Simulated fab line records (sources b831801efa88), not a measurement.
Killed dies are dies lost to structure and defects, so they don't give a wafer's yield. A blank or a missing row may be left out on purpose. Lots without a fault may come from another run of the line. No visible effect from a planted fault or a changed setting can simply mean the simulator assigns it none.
One fault seen from 2 desks || flow sky130 || what lay behind the numbers comes last; until then each desk has only its own

== THE METROLOGY DESK ==
What the gauges read, lot by lot, whatever tool the lot ran on: means of the sampled wafers that have a number. A lot is out of limits, marked OUT, if its mean lies more than 4 standard deviations from the usual mean; the brackets give that distance.
Columns: A = VT_ADJUST_NCORE_OVL at SKY_VT_ADJUST_NCORE_OVL_MEAS_08, usual 0.7 nm; B = VT_ADJUST_PCH_TW at SKY_VT_ADJUST_PCH_TW_MEAS_10, usual 142.3
{"lot": "L736", "first seen here": "day 8 15:28", "A": -0.1, "B": 141.9}
{"lot": "L738", "first seen here": "day 9 03:40", "A": 1.5, "B": 141.3}
{"lot": "L739", "first seen here": "day 9 13:20", "A": 1.6, "B": 141.2}
{"lot": "L740", "first seen here": "day 9 22:58", "A": 1.2, "B": 143.1}
{"lot": "L741", "first seen here": "day 10 02:14", "A": 0.3, "B": 142.2}
{"lot": "L742", "first seen here": "day 10 12:22", "A": 0.1, "B": 142.2}
{"lot": "L743", "first seen here": "day 10 17:25", "A": 1.1, "B": 142.6}
{"lot": "L744", "first seen here": "day 10 21:34", "A": 0.3, "B": 141.1}
{"lot": "L745", "first seen here": "day 11 10:47", "A": 1.3, "B": 142.4}
{"lot": "L748", "first seen here": "day 12 05:52", "A": 3.0, "B": 143.7}
{"lot": "L749", "first seen here": "day 12 22:07", "A": 2.5, "B": 141.9}
{"lot": "L752", "first seen here": "day 13 10:40", "A": -0.2, "B": 143.5}
{"lot": "L759", "first seen here": "day 15 10:03", "A": 0.1, "B": 142.4}
This desk's finding: nothing out of limits on any of the 13 lots.

== FOR THE TOOL OWNER'S DESK: plasma_asher-03 ==
The tool's own readings at SKY_SONOS_ONO_STRIP_17 (strips in O2/N2): means of the sampled wafers that have a number, for each lot that ran on this tool. A lot is out of limits, marked OUT, if its mean lies more than 4 standard deviations from the usual mean; the brackets give that distance.
Columns: A = drypump_motor_current_A at SKY_SONOS_ONO_STRIP_17, usual 5.6 A; B = oes_product_au at SKY_SONOS_ONO_STRIP_17, usual 0.710 a.u.; C = strip_time_to_endpoint_s at SKY_SONOS_ONO_STRIP_17, usual 14.11 s
{"lot": "L736", "first seen here": "day 12 17:53", "A": 6.0, "B": 0.712, "C": 14.09}
{"lot": "L738", "first seen here": "day 13 12:01", "A": 5.8, "B": 0.709, "C": 14.14}
{"lot": "L740", "first seen here": "day 14 08:17", "A": 5.8, "B": 0.711, "C": 14.09}
{"lot": "L744", "first seen here": "day 15 09:36", "A": 5.8, "B": 0.702, "C": 14.17}
{"lot": "L745", "first seen here": "day 15 23:38", "A": 5.9, "B": 0.712, "C": 14.06}
{"lot": "L748", "first seen here": "day 17 01:45", "A": 5.7, "B": 0.705, "C": 14.16}
{"lot": "L749", "first seen here": "day 17 19:10", "A": 5.8, "B": 0.713, "C": 14.06}
{"lot": "L752", "first seen here": "day 18 08:24", "A": 5.8, "B": "0.906 (+42) OUT", "C": "-"}
This desk finds L752 out of limits, L752 being first, at day 18 08:24 (oes_product_au at SKY_SONOS_ONO_STRIP_17). In limits: L736, L738, L740, L744, L745, L748, L749.

== BROUGHT TOGETHER ==
The tool owner's desk had the chance to raise an alarm at day 18 08:24 on L752.
At the metrology desk, nothing out of limits was observed.
The metrology desk holds a record of L752, inside its limits.
SKY_SONOS_ONO_STRIP_17 was run on plasma_asher-03 by each of the lots named.

== WHAT HAD BEEN PUT IN BY THE SIMULATOR ==
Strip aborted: plasma_asher-03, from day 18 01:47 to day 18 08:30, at SKY_SONOS_ONO_STRIP_17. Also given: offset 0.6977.
Lots struck among those shown: L752.
Delay in hours, fault start to first out-of-limits reading, by desk: the tool owner's desk at 7.
